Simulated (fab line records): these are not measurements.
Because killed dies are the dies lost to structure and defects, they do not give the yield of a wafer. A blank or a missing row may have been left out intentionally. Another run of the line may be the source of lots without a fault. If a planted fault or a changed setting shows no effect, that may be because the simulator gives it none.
Struck lot and sound lot, side by side ; flow sky130 ; 21 out of 708 route steps
Sound: the wafers L653.1, L653.2, L653.4. Struck: wafer L658.4. The cause comes at the end.
At each step with rows: each side's tool, then ch and its chambers, then its first start. Under that, the readings that differ: sound wafers ; struck wafers ; difference of the means ; sigmas: that difference in standard deviations of wafers without a fault.
alike: readings whose means differ by less than 2 such deviations, and words and numbers that are the same on both sides. not compared: withheld readings, readings that some wafer has no value for, bounds like >300 that may hide the same value, and numbers for which the record gives no deviation and whose values overlap.
The two part at a step that has a row with sigmas, a row that says differs or no value, or rows on one side only. Numbers that don't overlap but have no deviation are shown without sigmas and don't part them. Lack of a reading on every wafer of one side parts them only where that side has two or more wafers.

SKY_METAL2_SPUTTER_00: material Ti, target thk 15 nm, time 10 s.
  sound on pvd_sputter-01 at day 35 16:40; struck on pvd_sputter-01 at day 36 10:09
  alike: throttle_valve_pct
SKY_METAL2_SPUTTER_01: material TiN, target thk 20 nm, time 16.7 s.
  sound on pvd_sputter-01 at day 35 16:41; struck on pvd_sputter-01 at day 36 10:10
  alike: throttle_valve_pct
then, 1 step without rows for these wafers: SKY_METAL2_SPUTTER_02 (material AlCu, target thk 250 nm, time 13.3 s).
SKY_METAL2_SPUTTER_03: material Ti, target thk 5 nm, time 3.3 s.
  sound on pvd_sputter-01 at day 35 16:44; struck on pvd_sputter-01 at day 36 10:13
  alike: throttle_valve_pct
SKY_METAL2_SPUTTER_04: material TiN, target thk 70 nm, time 56.74 s.
  sound on pvd_sputter-01 at day 35 16:46; struck on pvd_sputter-01 at day 36 10:14
  alike: throttle_valve_pct
SKY_METAL2_RS_MEAS_05: uses a four-point probe to measure.
  sound on film_metro-04 at day 35 16:49; struck on film_metro-02 at day 36 10:21
  alike: METAL2_ALCU_RS
SKY_METAL2_THK_MEAS_06: measures by xrf.
  sound on film_metro-04 at day 35 16:56; struck on film_metro-02 at day 36 10:26
  alike: METAL2_ALCU_THK
then, 5 steps without rows for these wafers: SKY_METAL2_DEHYDRATE_07 (time 60 s); SKY_METAL2_HMDS_08 (prime time 60 s); SKY_METAL2_COAT_09 (resist thk 60 nm); SKY_METAL2_COAT_10 (resist thk 450 nm); SKY_METAL2_SOFTBAKE_11 (time 90 s).
SKY_METAL2_EXPOSE_12: exposes mask MM2, target cd 140 nm.
  sound on krf_scanner-01 ch 0, day 36 05:40; struck on krf_scanner-02 ch 0, day 36 23:14
  alike: mask
then, 2 steps without rows for these wafers: SKY_METAL2_PEB_13; SKY_METAL2_DEVELOP_14 (develop time 60 s).
SKY_METAL2_CD_MEAS_15: the cd target is 140 nm.
  sound on cd_sem-02 at day 36 18:49; struck on cd_sem-02 at day 37 11:27
reading;sound;struck;difference;sigmas
cd_nm (nm);139.2 140.1 138.9;54.8;-84.6;-65
SKY_METAL2_OVL_MEAS_16:
  sound on overlay-01 at day 36 18:56; struck on overlay-01 at day 37 11:32
  alike: METAL2_OVL
SKY_METAL2_DESCUM_17: chemistry O2, time 8 s.
  sound on rie_metal-03 ch 0,1, day 36 18:58; struck on rie_metal-04 ch 0, day 37 11:34
reading;sound;struck;difference;sigmas
model.METAL2.cd_nm (nm);139.4 141 139.8;55.53;-84.54;
  alike: drypump_motor_current_A, oes_product_au
  not compared: rf_hours_counter_h
SKY_METAL2_ETCH_18: etches BARC in N2/H2, stops on SiO2, time 45.9 s, target depth 60 nm.
  sound on rie_metal-03 ch 0,1, day 36 19:00; struck on rie_metal-04 ch 0, day 37 11:36
  alike: drypump_motor_current_A, oes_product_au, throttle_valve_pct
  not compared: rf_hours_counter_h
SKY_METAL2_METAL_ETCH_19: etches the open film in Cl2/BCl3, stops on SiO2, target depth 360 nm, time 78 s.
  sound on rie_metal-03 ch 0,1, day 36 19:04; struck on rie_metal-04 ch 0, day 37 11:40
reading;sound;struck;difference;sigmas
oes_product_au (a.u.);0.856 0.854 0.856;0.843;-0.012;-2
model.METAL2.cd_nm (nm);139.7 142.5 140.7;50.85;-90.12;
  alike: drypump_motor_current_A, throttle_valve_pct
  not compared: rf_hours_counter_h
then, 1 step without rows for these wafers: SKY_METAL2_STRIP_20 (strips in O2/N2).

## WHERE THEY PART
At SKY_METAL2_CD_MEAS_15 first; at SKY_METAL2_METAL_ETCH_19 last (within this record only).

WHY: whatever the simulator had introduced
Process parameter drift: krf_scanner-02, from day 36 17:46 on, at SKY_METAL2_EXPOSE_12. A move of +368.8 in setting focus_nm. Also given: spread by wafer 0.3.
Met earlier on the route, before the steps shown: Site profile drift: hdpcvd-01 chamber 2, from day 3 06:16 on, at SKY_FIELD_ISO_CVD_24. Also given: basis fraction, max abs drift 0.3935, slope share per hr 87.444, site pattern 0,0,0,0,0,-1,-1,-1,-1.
